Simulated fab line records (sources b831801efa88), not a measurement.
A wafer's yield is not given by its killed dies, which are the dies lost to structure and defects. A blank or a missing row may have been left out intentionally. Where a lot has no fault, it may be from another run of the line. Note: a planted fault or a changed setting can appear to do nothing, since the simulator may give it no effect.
fab line records ; flow gf180mcu
record lots=14; wafers=42; last-day=34
route steps=602 shown V1@339 M2@373 V2@385
lots untouched by any fault: they come from a run of this same line in which no faults occurred
start-h: hours from the record's opening day to when the first of the lot's shown wafers began ; wait-h: hours elapsed since this lot's preceding step ; " as in the row above ; L1.1+2: several wafers, shown together as one row ; - value missing, or start not given ; * or withheld: withheld ; < > ~ a bound
route shown NAME@n: names a module that has steps shown in the file, with the first one's number in the route ; usual: the fault-free wafers' mean and standard deviation ; same: alike in all rows ; chamber/n: place in a boat ; sites: the reading at each site ; _std_site: the standard deviation of these ; _edge_site: outer sites' mean less inner sites' ; radius-mm: how far each site lies from the wafer's centre ; mask NAME#n: copy n ; behind: the last tool/chamber to shape the wafer ; hold: cause of the lot's hold/its duration in hours/its outcome ; device: names the non-switching transistor (n, p or np) ; end of line: the tests these same wafers got at the end of their route ; a step with no rows: only its recipe ; killed: dies lost to structure and defects at the first sort, not the wafer's yield ; map: a wafer's dies, marking killed ones x, the rest . and places with no die _
set.NAME: the setting as run; set.NAME@STEP: as run at that earlier step ; model.NAME: the simulator's own value behind a step, which no gauge read
one table for each step of the route and one row for each wafer, over a sample of lots
services: when a tool's chamber went out of use (start-h, in hours from the record's first day, below 0 if earlier), for how many hours, and the reason
## steps
# step GF_V1_CMP_04
# recipe material=SiO2; down-force-psi=4; platen-rpm=60; pad-velocity-m-s=0.94248
# usual motor-current-A=11.7/1.1; time-to-endpoint-s=78/5.5
lot.wafer;tool;chamber;start-h;wait-h;motor-current-A;time-to-endpoint-s
L542.3;cmp-02;0;384.10;0.1;13.2;73
L542.2;cmp-02;1;384.10;0.1;11.2;78
L542.5;cmp-02;0;384.10;0.1;13.5;83
L544.2;cmp-01;3;401.83;0.1;12.0;82
L544.1;cmp-01;0;401.83;0.1;13.4;73
L544.3;cmp-01;1;401.83;0.1;10.6;74
L545.4;cmp-02;3;414.80;0.1;10.6;87
L545.5;cmp-02;2;414.80;0.1;10.7;86
L545.6;cmp-02;3;414.80;0.1;10.0;79
L546.3;cmp-01;2;424.56;0.0;11.5;73
L546.2;cmp-01;3;424.56;0.0;12.1;79
L546.6;cmp-01;2;424.56;0.0;11.4;79
L547.3;cmp-02;1;432.58;0.1;11.6;68
L547.2;cmp-02;2;432.58;0.1;11.8;69
L547.5;cmp-02;0;432.58;0.1;14.2;75
L550.2;cmp-01;2;453.45;0.0;11.4;69
L550.4;cmp-01;0;453.45;0.0;11.6;80
L550.5;cmp-01;2;453.45;0.0;10.8;78
L556.2;cmp-01;3;514.71;0.1;11.6;84
L556.4;cmp-01;0;514.71;0.1;13.0;83
L556.5;cmp-01;2;514.71;0.1;11.4;81
L557.3;cmp-01;3;519.28;0.1;12.1;85
L557.2;cmp-01;0;519.28;0.1;13.0;75
L557.5;cmp-01;2;519.28;0.1;10.9;73
L558.2;cmp-02;3;534.83;0.1;10.5;75
L558.1;cmp-02;0;534.83;0.1;13.4;72
L558.5;cmp-02;3;534.83;0.1;10.9;81
L559.3;cmp-01;2;540.58;0.1;11.4;75
L559.2;cmp-01;0;540.58;0.1;12.1;75
L559.6;cmp-01;2;540.58;0.1;10.8;76
L560.4;cmp-01;0;546.09;0.0;12.7;72
L560.1;cmp-01;2;546.09;0.0;10.8;75
L560.5;cmp-01;0;546.09;0.0;12.6;80
L562.4;cmp-01;2;560.48;0.1;11.4;68
L562.1;cmp-01;0;560.48;0.1;13.0;65
L562.6;cmp-01;1;560.48;0.1;10.3;71
L564.2;cmp-02;1;574.33;0.1;11.4;71
L564.6;cmp-02;0;574.33;0.1;14.1;85
L564.5;cmp-02;1;574.33;0.1;11.6;79
L565.4;cmp-02;2;582.35;0.2;10.6;83
L565.5;cmp-02;3;582.35;0.2;10.8;83
L565.6;cmp-02;0;582.35;0.2;14.3;90
# step GF_M2_EXPOSE_11
# recipe mask-id=Metal2; target-cd-nm=280; na=0.68; source-shape=conventional; sigma-outer=0.6; dose-mj=28
# usual focus-offset-nm=0.1/0.51
lot.wafer;tool;chamber;start-h;wait-h;mask;focus-offset-nm
L542.2;krf-scanner-02;0;420.73;-;Metal2#0;0.1
L542.3;krf-scanner-02;0;420.73;-;Metal2#0;-0.3
L542.5;krf-scanner-02;0;420.73;-;Metal2#0;0.1
L544.1;krf-scanner-02;0;439.04;-;Metal2#0;1.2
L544.2;krf-scanner-02;0;439.04;-;Metal2#0;-0.1
L544.3;krf-scanner-02;0;439.04;-;Metal2#0;1.0
L545.4;krf-scanner-02;0;453.00;-;Metal2#0;0.1
L545.5;krf-scanner-02;0;453.00;-;Metal2#0;0.8
L545.6;krf-scanner-02;0;453.00;-;Metal2#0;0.2
L546.2;krf-scanner-02;0;462.86;-;Metal2#0;0.0
L546.3;krf-scanner-02;0;462.86;-;Metal2#0;0.2
L546.6;krf-scanner-02;0;462.86;-;Metal2#0;-0.1
L547.2;krf-scanner-02;0;470.66;-;Metal2#0;0.8
L547.3;krf-scanner-02;0;470.66;-;Metal2#0;0.0
L547.5;krf-scanner-02;0;470.66;-;Metal2#0;1.2
L550.2;krf-scanner-01;0;491.36;-;Metal2#0;-0.6
L550.4;krf-scanner-01;0;491.36;-;Metal2#0;0.5
L550.5;krf-scanner-01;0;491.36;-;Metal2#0;-0.2
L556.2;krf-scanner-01;0;551.39;-;Metal2#0;0.4
L556.4;krf-scanner-01;0;551.39;-;Metal2#0;-0.6
L556.5;krf-scanner-01;0;551.39;-;Metal2#0;-0.2
L557.2;krf-scanner-02;0;555.53;-;Metal2#0;-0.6
L557.3;krf-scanner-02;0;555.53;-;Metal2#0;-0.4
L557.5;krf-scanner-02;0;555.53;-;Metal2#0;-0.4
L558.1;krf-scanner-01;0;570.52;-;Metal2#0;0.1
L558.2;krf-scanner-01;0;570.52;-;Metal2#0;0.1
L558.5;krf-scanner-01;0;570.52;-;Metal2#0;0.0
L559.2;krf-scanner-02;0;575.53;-;Metal2#0;0.7
L559.3;krf-scanner-02;0;575.53;-;Metal2#0;-0.4
L559.6;krf-scanner-02;0;575.53;-;Metal2#0;0.4
L560.1;krf-scanner-01;0;581.91;-;Metal2#0;-0.1
L560.4;krf-scanner-01;0;581.91;-;Metal2#0;0.2
L560.5;krf-scanner-01;0;581.91;-;Metal2#0;-0.4
L562.1;krf-scanner-02;0;596.12;-;Metal2#0;-0.5
L562.4;krf-scanner-02;0;596.12;-;Metal2#0;-0.5
L562.6;krf-scanner-02;0;596.12;-;Metal2#0;0.2
L564.2;krf-scanner-01;0;608.53;-;Metal2#0;-0.5
L564.5;krf-scanner-01;0;608.53;-;Metal2#0;-0.7
L564.6;krf-scanner-01;0;608.53;-;Metal2#0;-0.3
L565.4;krf-scanner-02;0;616.52;-;Metal2#0;0.2
L565.5;krf-scanner-02;0;616.52;-;Metal2#0;-0.3
L565.6;krf-scanner-02;0;616.52;-;Metal2#0;-0.8
# step GF_M2_CD_MEAS_14
# recipe target-cd-nm=280
# usual cd-nm=280.3/1.5
lot.wafer;tool;chamber;start-h;wait-h;hold;cd-nm
L542.2;cd-sem-01;-;432.95;0.1;-;283.0
L542.3;cd-sem-01;-;432.95;0.1;-;281.2
L542.5;cd-sem-01;-;432.95;0.1;-;281.9
L544.1;cd-sem-01;-;450.78;0.1;-;278.1
L544.2;cd-sem-01;-;450.78;0.1;-;276.6
L544.3;cd-sem-01;-;450.78;0.1;-;277.4
L545.4;cd-sem-02;-;464.64;0.1;-;282.0
L545.5;cd-sem-02;-;464.64;0.1;-;281.8
L545.6;cd-sem-02;-;464.64;0.1;-;281.0
L546.2;cd-sem-02;-;474.90;0.1;await-dispo/0.2h/release;218.0
L546.3;cd-sem-02;-;474.90;0.1;await-dispo/0.2h/release;258.6
L546.6;cd-sem-02;-;474.90;0.1;await-dispo/0.2h/release;230.1
L546.2;cd-sem-02;-;475.19;0.3;-;218.2
L546.3;cd-sem-02;-;475.19;0.3;-;258.9
L546.6;cd-sem-02;-;475.19;0.3;-;230.2
L547.2;cd-sem-01;-;482.30;0.1;await-dispo/0.2h/release;213.3
L547.3;cd-sem-01;-;482.30;0.1;await-dispo/0.2h/release;222.5
L547.5;cd-sem-01;-;482.30;0.1;await-dispo/0.2h/release;225.8
L547.2;cd-sem-01;-;482.59;0.3;-;213.7
L547.3;cd-sem-01;-;482.59;0.3;-;223.3
L547.5;cd-sem-01;-;482.59;0.3;-;225.9
L550.2;cd-sem-01;-;502.75;0.1;-;279.7
L550.4;cd-sem-01;-;502.75;0.1;-;280.7
L550.5;cd-sem-01;-;502.75;0.1;-;279.0
L556.2;cd-sem-02;-;562.55;0.1;-;280.4
L556.4;cd-sem-02;-;562.55;0.1;-;280.6
L556.5;cd-sem-02;-;562.55;0.1;-;281.0
L557.2;cd-sem-02;-;566.31;0.1;-;280.8
L557.3;cd-sem-02;-;566.31;0.1;-;280.5
L557.5;cd-sem-02;-;566.31;0.1;-;279.7
L558.1;cd-sem-02;-;580.49;0.1;-;279.4
L558.2;cd-sem-02;-;580.49;0.1;-;280.8
L558.5;cd-sem-02;-;580.49;0.1;-;280.3
L559.2;cd-sem-01;-;585.91;0.1;-;282.6
L559.3;cd-sem-01;-;585.91;0.1;-;283.4
L559.6;cd-sem-01;-;585.91;0.1;-;282.5
L560.1;cd-sem-02;-;592.63;0.1;-;279.2
L560.4;cd-sem-02;-;592.63;0.1;-;279.3
L560.5;cd-sem-02;-;592.63;0.1;-;280.3
L562.1;cd-sem-01;-;606.68;0.1;-;278.1
L562.4;cd-sem-01;-;606.68;0.1;-;277.2
L562.6;cd-sem-01;-;606.68;0.1;-;278.5
L564.2;cd-sem-01;-;618.56;0.1;-;281.3
L564.5;cd-sem-01;-;618.56;0.1;-;283.0
L564.6;cd-sem-01;-;618.56;0.1;-;281.8
L565.4;cd-sem-01;-;626.40;0.1;-;281.1
L565.5;cd-sem-01;-;626.40;0.1;-;281.2
L565.6;cd-sem-01;-;626.40;0.1;-;282.5
# step GF_M2_STRIP_17
# recipe chemistry=O2/N2; power-w=1400; pressure-mtorr=1500; platen-temp-c=250; o2-flow-sccm=3000; n2-flow-sccm=300; overash-fraction=0.5
# usual drypump-motor-current-A=5.8/0.48; heater-power-w=340/20; oes-product-au=0.557/0.0048; strip-time-to-endpoint-s=7.87/0.055
lot.wafer;tool;chamber;start-h;wait-h;drypump-motor-current-A;heater-power-w;oes-product-au;rf-hours-counter-h;strip-time-to-endpoint-s
L542.2;plasma-asher-04;0;433.20;0.1;5.9;328;0.562;66;7.96
L542.3;plasma-asher-04;1;433.20;0.1;6.1;350;0.555;-;7.89
L542.5;plasma-asher-04;0;433.20;0.1;5.9;335;0.560;-;7.88
L544.1;plasma-asher-02;0;451.05;0.1;6.0;339;0.556;77;7.90
L544.2;plasma-asher-02;1;451.05;0.1;5.2;321;0.556;77;7.82
L544.3;plasma-asher-02;0;451.05;0.1;6.0;340;0.564;-;7.85
L545.4;plasma-asher-04;1;464.88;0.1;6.1;346;0.565;-;7.99
L545.5;plasma-asher-04;1;464.88;0.1;6.1;345;0.565;-;7.97
L545.6;plasma-asher-04;0;464.88;0.1;5.9;325;0.555;-;7.86
L546.2;plasma-asher-01;0;480.36;0.1;5.3;322;0.558;5;7.86
L546.3;plasma-asher-01;0;480.36;0.1;5.3;320;0.556;-;7.85
L546.6;plasma-asher-01;1;480.36;0.1;6.6;383;0.558;-;7.89
L547.2;plasma-asher-04;1;491.63;0.1;6.1;329;0.547;71;7.88
L547.3;plasma-asher-04;0;491.63;0.1;5.9;330;0.556;-;7.97
L547.5;plasma-asher-04;0;491.63;0.1;5.9;324;0.555;-;7.87
L550.2;plasma-asher-02;0;503.00;0.1;6.0;340;0.547;82;7.79
L550.4;plasma-asher-02;1;503.00;0.1;5.2;328;0.555;-;7.84
L550.5;plasma-asher-02;1;503.00;0.1;5.2;325;0.551;-;7.81
L556.2;plasma-asher-01;0;562.80;0.1;5.3;341;0.559;15;7.89
L556.4;plasma-asher-01;0;562.80;0.1;5.3;330;0.553;-;7.86
L556.5;plasma-asher-01;0;562.80;0.1;5.3;339;0.554;-;7.86
L557.2;plasma-asher-02;1;566.56;0.1;5.2;327;0.552;86;7.79
L557.3;plasma-asher-02;0;566.56;0.1;5.9;336;0.556;-;7.83
L557.5;plasma-asher-02;0;566.56;0.1;5.9;336;0.552;-;7.77
L558.1;plasma-asher-02;1;580.76;0.1;5.2;327;0.559;87;7.90
L558.2;plasma-asher-02;0;580.76;0.1;5.9;342;0.556;87;7.83
L558.5;plasma-asher-02;0;580.76;0.1;6.0;341;0.557;-;7.90
L559.2;plasma-asher-01;0;586.15;0.1;5.3;326;0.553;18;7.83
L559.3;plasma-asher-01;1;586.15;0.1;6.7;376;0.557;-;7.81
L559.6;plasma-asher-01;0;586.15;0.1;5.3;328;0.554;-;7.83
L560.1;plasma-asher-02;0;593.01;0.2;5.9;343;0.565;89;7.99
L560.4;plasma-asher-02;1;593.01;0.2;5.2;322;0.556;-;7.98
L560.5;plasma-asher-02;1;593.01;0.2;5.2;315;0.555;-;7.94
L562.1;plasma-asher-02;0;607.06;0.2;6.0;342;0.565;90;7.94
L562.4;plasma-asher-02;0;607.06;0.2;6.0;348;0.556;-;7.91
L562.6;plasma-asher-02;1;607.06;0.2;5.2;323;0.556;-;7.93
L564.2;plasma-asher-01;0;618.81;0.1;5.3;336;0.553;21;7.87
L564.5;plasma-asher-01;1;618.81;0.1;6.5;381;0.558;-;7.88
L564.6;plasma-asher-01;0;618.81;0.1;5.3;336;0.553;-;7.93
L565.4;plasma-asher-04;0;626.64;0.1;5.9;327;0.566;-;7.91
L565.5;plasma-asher-04;1;626.64;0.1;6.1;343;0.561;-;7.91
L565.6;plasma-asher-04;0;626.64;0.1;5.9;319;0.555;-;7.88
# step GF_V2_THK_MEAS_03
# recipe reads=SiO2_of_V2_CVD_02
# usual V2_CVD_02_THK=849/11
lot.wafer;tool;chamber;start-h;wait-h;V2_CVD_02_THK[nm]
L542.2;film-metro-01;-;433.95;0.0;826
L542.3;film-metro-01;-;433.95;0.0;848
L542.5;film-metro-01;-;433.95;0.0;856
L544.1;film-metro-01;-;451.79;0.0;835
L544.2;film-metro-01;-;451.79;0.0;833
L544.3;film-metro-01;-;451.79;0.0;851
L545.4;film-metro-04;-;465.65;0.0;853
L545.5;film-metro-04;-;465.65;0.0;835
L545.6;film-metro-04;-;465.65;0.0;862
L546.3;film-metro-04;-;481.19;0.1;843
L550.2;film-metro-04;-;503.78;0.1;831
L550.4;film-metro-04;-;503.78;0.1;836
L550.5;film-metro-04;-;503.78;0.1;852
L556.2;film-metro-04;-;563.58;0.1;842
L556.4;film-metro-04;-;563.58;0.1;854
L556.5;film-metro-04;-;563.58;0.1;854
L557.2;film-metro-01;-;567.34;0.1;834
L557.3;film-metro-01;-;567.34;0.1;847
L557.5;film-metro-01;-;567.34;0.1;853
L558.1;film-metro-04;-;581.54;0.1;848
L558.2;film-metro-04;-;581.54;0.1;848
L558.5;film-metro-04;-;581.54;0.1;870
L559.2;film-metro-01;-;586.90;0.0;837
L559.3;film-metro-01;-;586.90;0.0;850
L559.6;film-metro-01;-;586.90;0.0;852
L560.1;film-metro-04;-;593.78;0.1;837
L560.4;film-metro-04;-;593.78;0.1;851
L560.5;film-metro-04;-;593.78;0.1;855
L562.1;film-metro-01;-;607.86;0.1;839
L562.4;film-metro-01;-;607.86;0.1;854
L562.6;film-metro-01;-;607.86;0.1;849
L564.2;film-metro-01;-;619.55;0.0;834
L564.5;film-metro-01;-;619.55;0.0;868
L564.6;film-metro-01;-;619.55;0.0;845
L565.4;film-metro-01;-;627.41;0.0;855
L565.5;film-metro-01;-;627.41;0.0;854
L565.6;film-metro-01;-;627.41;0.0;867
## services
tool;chamber;start-h;hours;kind
plasma-asher-02;-;374.90;7.9;repair
krf-scanner-02;-;399.29;0.8;pm
cmp-02;-;404.13;4.0;pm
krf-scanner-02;-;405.36;4.0;pm
krf-scanner-02;-;418.92;1.3;pm
cmp-02;-;434.86;1.0;repair
cmp-01;-;442.92;4.0;pm
krf-scanner-02;-;491.02;3.6;pm
krf-scanner-02;-;494.58;0.8;pm
krf-scanner-02;-;498.16;1.0;pm
cmp-02;-;499.08;1.5;repair
cmp-01;-;502.89;1.2;repair
cmp-01;-;529.40;1.8;repair
plasma-asher-02;-;530.93;2.8;pm
plasma-asher-02;-;538.89;14.6;pm
cmp-02;-;544.01;0.6;repair
plasma-asher-02;-;557.39;8.0;repair
cmp-01;-;572.00;4.0;pm
cmp-02;-;577.39;2.5;repair
cmp-01;-;583.83;3.3;pm
krf-scanner-02;-;584.96;0.4;repair
cmp-01;-;588.78;2.2;repair
krf-scanner-02;-;594.82;1.3;pm
cmp-02;-;608.44;3.8;repair
## key
first-sign step=GF_M2_CD_MEAS_14; reading=visit; direction=added
effect step=GF_M2_CD_MEAS_14; reading=cd-nm; direction=down; sigmas=35; usual=280.3; struck=228.1
met-at GF_M2_EXPOSE_11
struck-lots L546,L547
later-rows-left-out L546.2,L546.6,L547.2,L547.3,L547.5
sort-left-out L546.2,L546.3,L546.6,L547.2,L547.3,L547.5
not-acting-at GF_V1_CMP_04,GF_M2_STRIP_17,GF_V2_THK_MEAS_03
onset-between 453.00 462.86
fault kind=process-parameter-drift; tool=krf-scanner-02; chamber=-; onset-h=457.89; steps=GF_M2_EXPOSE_11; channel=focus-nm; offset=382.91; spread-by-wafer=0.3; shape=step; end-h=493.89
# sort-left-out: the simulated sort isn't trusted on such a fault, so these wafers' sort isn't shown, and their yield isn't known
# later-rows-left-out: the simulator's readings of these wafers behind a module that went badly wrong aren't trusted and aren't shown, but for the sort
